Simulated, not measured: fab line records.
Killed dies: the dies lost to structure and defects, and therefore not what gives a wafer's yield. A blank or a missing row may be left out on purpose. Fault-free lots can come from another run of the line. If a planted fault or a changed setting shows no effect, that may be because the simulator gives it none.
fab line records	flow sky130
record: lots: 12	wafers: 36	last_day: 50
route steps=708 shown LDD_P@263 LI_CONTACT@364 CONTACT@406
lots with no fault: from the same line, run without faults
start_h: hours from the record's opening day to when the first of the lot's shown wafers began	wait_h: hours from the lot's prior step to this one	" unchanged from the row above	L1.1+2: a single row standing in for several wafers	- no value, or no start given	* or withheld: withheld	< > ~ a bound
route shown NAME@n: a module of which the file shows steps, and the number in the route of the first	usual: mean/standard deviation of fault-free wafers	same: alike in all rows	chamber/n: place in a boat	sites: each site's reading	_std_site: their standard deviation	_edge_site: the outer-site mean with the inner-site mean subtracted	radius_mm: for every site, how far away it sits from the centre of the wafer	mask NAME#n: copy n	behind: the tool/chamber that last shaped the wafer	hold: cause of the lot's hold/its duration in hours/its outcome	device: the n, p or np transistor that did not switch	end of line: at the end of the route, the tests of the same wafers	a step with no rows: only its recipe	killed: at the first sort, the dies lost to defects and structure; wafer yield is something else	map: dies across one wafer; x = killed, . = not, _ = none there
set.NAME: the setting as run; set.NAME@STEP: as run at that earlier step	model.NAME: the simulator's own value behind a step, which no gauge read
the route's steps for a sample of lots (tables are steps, rows are wafers)
services: a tool's chamber out of use, with start hour (start_h, from the record's first day; less than 0 if before it), hours out, and reason
== steps ==
step: SKY_LDD_P_OVL_MEAS_08
usual: LDD_P_OVL: 0.3/1.5
lot.wafer	tool	chamber	start_h	wait_h	LDD_P_OVL[nm]
L767.1	overlay-01	-	440.41	0.1	2.5
L767.4	"	-	"	"	3.0
L767.6	"	-	"	"	1.5
L769.3	overlay-01	-	457.97	0.1	2.1
L769.4	"	-	"	"	3.0
L769.6	"	-	"	"	2.0
L770.1	overlay-02	-	460.81	0.1	-2.1
L770.5	"	-	"	"	-0.7
L770.6	"	-	"	"	-0.8
L771.2	overlay-01	-	470.46	0.1	0.2
L771.3	"	-	"	"	-0.6
L771.6	"	-	"	"	-0.2
L772.3	overlay-01	-	482.75	0.1	0.4
L772.4	"	-	"	"	0.2
L772.5	"	-	"	"	0.9
L778.1	overlay-02	-	529.41	0.1	-1.1
L778.2	"	-	"	"	-1.7
L778.6	"	-	"	"	0.1
L782.4	overlay-02	-	573.78	0.1	0.5
L782.5	"	-	"	"	0.6
L782.6	"	-	"	"	0.4
L784.1	overlay-01	-	580.14	0.1	1.1
L784.2	"	-	"	"	0.2
L784.3	"	-	"	"	-1.3
L786.1	overlay-01	-	604.59	0.1	-0.3
L786.2	"	-	"	"	-0.4
L786.6	"	-	"	"	-1.3
L788.1	overlay-02	-	609.61	0.1	-1.3
L788.2	"	-	"	"	-1.9
L788.5	"	-	"	"	-3.6
L789.3	overlay-01	-	621.85	0.1	0.7
L789.4	"	-	"	"	1.7
L789.6	"	-	"	"	-0.5
L790.1	overlay-01	-	631.21	0.1	1.7
L790.3	"	-	"	"	0.5
L790.5	"	-	"	"	1.3
step: SKY_LI_CONTACT_CMP_02
recipe: material: PSG	down_force_psi: 4	platen_rpm: 60	pad_velocity_m_s: 0.94248
usual: motor_current_A: 11.3/0.77	slurry_flow_ml_min: 150.0/0.43	time_to_endpoint_s: 32.6/2.7
lot.wafer	tool	chamber	start_h	wait_h	motor_current_A	slurry_flow_ml_min	time_to_endpoint_s
L767.4	cmp-01	2	653.81	0.1	10.9	149.7	34.6
L767.1	"	0	"	"	10.5	149.8	30.4
L767.6	"	2	"	"	10.7	149.7	33.6
L769.3	cmp-01	1	671.07	0.1	12.5	150.2	32.2
L769.4	"	3	"	"	12.7	150.8	34.4
L769.6	"	1	"	"	12.3	150.0	32.5
L770.1	cmp-01	0	673.25	0.1	11.2	149.9	35.4
L770.5	"	2	"	"	11.4	150.5	34.1
L770.6	"	3	"	"	11.9	150.3	33.7
L771.3	cmp-02	0	681.87	0.0	11.2	150.7	37.6
L771.2	"	1	"	"	11.5	149.9	33.9
L771.6	"	1	"	"	12.1	149.9	29.3
L772.4	cmp-01	0	691.37	0.1	11.0	150.7	31.9
L772.3	"	1	"	"	12.1	149.7	32.4
L772.5	"	3	"	"	12.2	149.7	31.5
L778.2	cmp-02	1	735.17	0.1	11.5	150.3	27.5
L778.1	"	2	"	"	10.7	150.2	30.8
L778.6	"	0	"	"	10.8	149.8	42.2
L782.4	cmp-01	1	774.26	0.0	11.6	150.3	29.5
L782.5	"	1	"	"	12.6	149.9	28.8
L782.6	"	2	"	"	11.7	150.4	32.8
L784.1	cmp-01	2	781.30	0.1	10.9	150.5	33.1
L784.3	"	0	"	"	11.1	150.2	30.1
L784.2	"	1	"	"	12.0	149.6	31.9
L786.1	cmp-01	0	801.96	0.1	10.7	150.0	31.0
L786.2	"	1	"	"	11.9	150.1	29.6
L786.6	"	0	"	"	11.7	150.9	30.9
L788.1	cmp-02	0	809.40	0.1	10.9	149.6	29.3
L788.2	"	1	"	"	11.7	150.0	27.4
L788.5	"	2	"	"	10.7	150.3	30.2
L789.3	cmp-01	3	818.72	0.1	12.0	150.1	32.3
L789.4	"	1	"	"	12.0	150.4	30.4
L789.6	"	3	"	"	12.3	150.6	28.4
L790.3	cmp-02	1	826.12	0.1	11.5	148.9	25.8
L790.1	"	2	"	"	10.0	149.9	26.6
L790.5	"	0	"	"	10.8	149.5	30.8
step: SKY_LI_CONTACT_BOW_MEAS_03
recipe: mode: bow
usual: LI_CONTACT_BOW: 56/7
lot.wafer	tool	chamber	start_h	wait_h	hold	LI_CONTACT_BOW[um]
L767.1	film_metro-04	-	654.06	0.1	-	60
L767.4	"	-	"	"	-	48
L767.6	"	-	"	"	-	45
L769.3	film_metro-03	-	671.41	0.3	-	45
L769.4	"	-	"	"	-	60
L769.6	"	-	"	"	-	54
L770.1	film_metro-01	-	673.45	0.1	-	58
L770.5	"	-	"	"	-	61
L770.6	"	-	"	"	-	51
L771.2	film_metro-01	-	682.19	0.2	-	57
L771.3	"	-	"	"	-	55
L771.6	"	-	"	"	-	41
L772.3	film_metro-03	-	691.66	0.2	-	66
L772.4	"	-	"	"	-	61
L772.5	"	-	"	"	-	56
L778.1	film_metro-01	-	735.37	0.1	await_dispo/0.2h/release	64
L778.2	"	-	"	"	await_dispo/0.2h/release	70
L778.6	"	-	"	"	await_dispo/0.2h/release	69
L778.1	film_metro-01	-	735.66	0.3	-	-
L778.2	"	-	"	"	-	-
L778.6	"	-	"	"	-	-
L782.4	film_metro-03	-	774.62	0.3	-	59
L782.5	"	-	"	"	-	50
L782.6	"	-	"	"	-	53
L784.1	film_metro-01	-	781.60	0.2	-	54
L784.2	"	-	"	"	-	52
L784.3	"	-	"	"	-	62
L786.1	film_metro-01	-	802.21	0.2	-	56
L786.2	"	-	"	"	-	67
L786.6	"	-	"	"	-	58
L788.1	film_metro-01	-	809.60	0.1	-	58
L788.2	"	-	"	"	-	54
L788.5	"	-	"	"	-	53
L789.3	film_metro-03	-	819.01	0.2	-	56
L789.4	"	-	"	"	-	54
L789.6	"	-	"	"	-	60
L790.1	film_metro-04	-	826.32	0.1	-	50
L790.3	"	-	"	"	-	64
L790.5	"	-	"	"	-	56
step: SKY_LI_CONTACT_ETCH_15
recipe: target: PSG	chemistry: C4F8/O2/Ar	stop_on: Si	taper_deg: 4.15	mask_material: KrF-thick	source_w: 1500	bias_w: 1200	pressure_mtorr: 40	c4f8_flow_sccm: withheld	O2_flow_sccm: 6	Ar_flow_sccm: 300	time_s: withheld	target_depth_a: 6000
usual: oes_product_au: 0.837/0.0053
lot.wafer	tool	chamber	start_h	wait_h	oes_product_au
L767.1	rie_diel-03	1	682.89	0.0	0.833
L767.4	"	3	"	"	0.838
L767.6	"	0	"	"	0.836
L769.3	rie_diel-03	3	699.29	0.0	0.841
L769.4	"	1	"	"	0.842
L769.6	"	2	"	"	0.833
L770.1	rie_diel-04	0	701.32	0.0	0.846
L770.5	"	0	"	"	0.833
L770.6	"	1	"	"	0.843
L771.2	rie_diel-04	3	710.34	0.0	0.830
L771.3	"	0	"	"	0.829
L771.6	"	3	"	"	0.831
L772.3	rie_diel-03	0	719.19	0.0	0.838
L772.4	"	1	"	"	0.830
L772.5	"	0	"	"	0.846
L778.1	rie_diel-04	0	762.52	0.0	0.846
L778.2	"	2	"	"	0.833
L778.6	"	2	"	"	0.921
L782.4	rie_diel-04	1	800.18	0.0	0.838
L782.5	"	2	"	"	0.833
L782.6	"	0	"	"	0.841
L784.1	rie_diel-01	3	808.24	0.0	0.835
L784.2	"	1	"	"	0.832
L784.3	"	0	"	"	0.834
L786.1	rie_diel-01	1	828.59	0.0	0.840
L786.2	"	2	"	"	0.832
L786.6	"	0	"	"	0.841
L788.1	rie_diel-03	3	836.59	0.0	0.830
L788.2	"	1	"	"	0.839
L788.5	"	0	"	"	0.820
L789.3	rie_diel-01	3	845.37	0.0	0.844
L789.4	"	0	"	"	0.833
L789.6	"	2	"	"	0.834
L790.1	rie_diel-03	1	852.47	0.0	0.836
L790.3	"	3	"	"	0.825
L790.5	"	0	"	"	0.833
step: SKY_LI_CONTACT_SPUTTER_19
recipe: material: Ti	target_thk_nm: 20	chamber_pressure_pa: 5	power_w: 2500	substrate_temp_c: 200	time_s: 106.37
usual: throttle_valve_pct: 29.6/0.85
lot.wafer	tool	chamber	start_h	wait_h	throttle_valve_pct
L767.1	pvd_sputter-02	-	683.27	0.0	29.4
L767.4	"	-	"	"	30.3
L767.6	"	-	"	"	30.8
L769.3	pvd_sputter-02	-	699.72	0.0	30.9
L769.4	"	-	"	"	29.7
L769.6	"	-	"	"	30.1
L770.1	pvd_sputter-04	-	701.72	0.0	30.5
L770.5	"	-	"	"	30.3
L770.6	"	-	"	"	27.8
L771.2	pvd_sputter-04	-	710.72	0.0	30.2
L771.3	"	-	"	"	28.0
L771.6	"	-	"	"	29.3
L772.3	pvd_sputter-02	-	719.60	0.0	30.4
L772.4	"	-	"	"	30.2
L772.5	"	-	"	"	29.8
L778.1	pvd_sputter-02	-	762.90	0.0	30.8
L778.2	"	-	"	"	30.0
L778.6	"	-	"	"	29.6
L782.4	pvd_sputter-03	-	800.53	0.0	30.8
L782.5	"	-	"	"	29.7
L782.6	"	-	"	"	30.5
L784.1	pvd_sputter-04	-	808.64	0.0	30.0
L784.2	"	-	"	"	30.5
L784.3	"	-	"	"	28.0
L786.1	pvd_sputter-03	-	829.00	0.0	30.6
L786.2	"	-	"	"	29.7
L786.6	"	-	"	"	28.6
L788.1	pvd_sputter-04	-	836.98	0.0	28.0
L788.2	"	-	"	"	29.0
L788.5	"	-	"	"	29.2
L789.3	pvd_sputter-04	-	845.75	0.0	30.0
L789.4	"	-	"	"	30.3
L789.6	"	-	"	"	28.0
L790.1	pvd_sputter-03	-	852.85	0.0	29.8
L790.3	"	-	"	"	28.7
L790.5	"	-	"	"	28.7
step: SKY_CONTACT_CVD_00
recipe: material: Si3N4	target_thk_nm: 75	temp_c: 400	time_s: withheld	rf_w: 450
usual: heater_power_w: 711/95
lot.wafer	tool	chamber	start_h	wait_h	heater_power_w
L767.1	pecvd-02	1	713.55	0.0	731
L767.4	"	0	"	"	671
L767.6	"	1	"	"	706
L769.3	pecvd-02	0	729.38	0.0	738
L769.4	"	1	"	"	659
L769.6	"	0	"	"	582
L770.1	pecvd-01	0	731.08	0.0	740
L770.5	"	0	"	"	737
L770.6	"	2	"	"	599
L771.2	pecvd-03	0	740.10	0.0	855
L771.3	"	2	"	"	553
L771.6	"	1	"	"	867
L772.3	pecvd-01	1	749.02	0.0	625
L772.4	"	2	"	"	633
L772.5	"	1	"	"	639
L778.1	pecvd-03	2	791.50	0.0	654
L778.2	"	1	"	"	830
L778.6	"	0	"	"	872
L782.4	pecvd-03	1	828.63	0.0	757
L782.5	"	2	"	"	656
L782.6	"	0	"	"	901
L784.1	pecvd-01	1	837.35	0.0	687
L784.2	"	0	"	"	730
L784.3	"	2	"	"	553
L786.1	pecvd-03	1	855.93	0.0	796
L786.2	"	0	"	"	807
L786.6	"	2	"	"	675
L788.1	pecvd-03	2	864.64	0.0	594
L788.2	"	1	"	"	757
L788.5	"	1	"	"	771
L789.3	pecvd-01	1	873.41	0.0	669
L789.4	"	0	"	"	718
L789.6	"	1	"	"	672
L790.1	pecvd-02	0	879.80	0.0	694
L790.3	"	1	"	"	630
L790.5	"	0	"	"	691
== services ==
tool	chamber	start_h	hours	kind
rie_diel-03	1	651.53	5.1	repair
rie_diel-03	-	660.29	4.3	pm
cmp-02	-	669.01	8.9	pm
rie_diel-04	-	679.77	0.2	repair
cmp-01	-	683.61	2.3	repair
rie_diel-04	2	688.11	2.5	repair
rie_diel-04	0	693.84	6.4	repair
cmp-02	-	693.93	4.3	repair
pvd_sputter-04	-	696.44	0.6	repair
pecvd-01	2	698.45	7.1	repair
rie_diel-03	2	714.51	40.5	repair
pvd_sputter-02	-	738.38	4.9	repair
cmp-02	-	742.26	0.5	repair
cmp-02	-	744.00	4.0	pm
pecvd-03	1	751.11	14.2	repair
pvd_sputter-02	-	772.08	10.3	repair
pecvd-01	-	772.87	4.4	repair
cmp-01	-	786.76	5.6	pm
pecvd-01	-	802.31	1.8	repair
rie_diel-04	1	804.57	18.5	repair
pecvd-03	-	805.65	6.0	pm
cmp-02	-	808.72	0.5	repair
rie_diel-03	0	810.73	6.6	repair
cmp-02	-	868.17	3.4	repair
== key ==
first_sign: step: SKY_LI_CONTACT_CMP_02	reading: time_to_endpoint_s	direction: up	sigmas: 3.6	usual: *	struck: *
effect: step: SKY_LI_CONTACT_BOW_MEAS_03	reading: visit	direction: added
effect: step: SKY_LI_CONTACT_ETCH_15	reading: oes_product_au	direction: up	sigmas: 16	usual: 0.837	struck: 0.921
met_at SKY_LI_CONTACT_CMP_02
struck_lots L778
struck_wafers L778.6
tester_left_out L778
not_acting_at SKY_LDD_P_OVL_MEAS_08,SKY_LI_CONTACT_SPUTTER_19,SKY_CONTACT_CVD_00
onset_between 681.87 735.17
fault: kind: process_parameter_drift	tool: cmp-02	chamber: 0	onset_h: 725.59	steps: SKY_LI_CONTACT_CMP_02	channel: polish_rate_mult	offset: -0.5	shape: step	end_h: 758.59
tester_left_out: of these lots the tester's yield and bins aren't shown, on N5 and GAA mostly nor the transistor test; their killed dies are dies lost to structure and defects alone, not to doping, threshold or leakage, so they don't give the yield
